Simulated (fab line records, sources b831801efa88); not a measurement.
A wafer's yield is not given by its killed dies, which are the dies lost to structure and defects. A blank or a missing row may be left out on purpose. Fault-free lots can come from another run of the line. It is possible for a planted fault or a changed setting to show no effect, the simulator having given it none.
Matching of chambers    flow sky130    cmp-01 running SKY_VIA1_CMP_02: 4 sister chambers
The step polishes SiO2. 8 wafers are shown with their chamber, then 8 later ones without.

WAFERS, EACH WITH ITS CHAMBER
wafer   chamber  motorCurrentA (A)  headPressurePsi (psi)
L105.4  3        13.0               4.003
L107.5  0        13.3               4.018
L107.6  1        11.5               3.996
L112.3  0        14.3               3.980
L113.1  1        11.5               4.000
L113.4  2        11.5               4.002
L113.5  3        12.9               3.987
L114.1  2        11.5               4.005

WAFERS WITHOUT THEIR CHAMBER
wafer   motorCurrentA (A)  headPressurePsi (psi)
L114.4  12.0               3.982
L114.5  12.3               4.013
L121.3  12.8               4.004
L121.4  12.1               3.996
L121.6  13.3               3.991
L123.1  12.4               4.006
L123.2  11.4               3.999
L123.4  12.9               3.998

EACH ONE'S CHAMBER
wafer    from the rows above            in truth
L114.4   can't be placed: 1 or 2 or 3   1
L114.5   can't be placed: 3 or 2 or 1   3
L121.3   3                              3
L121.4   can't be placed: 1 or 2 or 3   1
L121.6   can't be placed: 3 or 0        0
L123.1   can't be placed: 3 or 2 or 1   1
L123.2   can't be placed: 1 or 2        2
L123.4   3                              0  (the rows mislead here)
Placed correctly: 1 of 8. Can't be placed from these rows: 6 (the true chamber is among the candidates in 6). 1 placed wrongly.
How it was worked out, from the rows above alone: a wafer's distance from a chamber is the root of the sum, over the readings, of the square of ((its reading less the chamber's mean) divided by the reading's scatter). If the next closest chamber is less than 2 further off than the closest, the wafer can't be placed; otherwise it belongs to the closest. A chamber's mean is the mean of its shown wafers. The scatter: take each reading less its chamber's mean, square it, sum over the shown wafers, divide by the number of wafers less the number of chambers, and take the root.
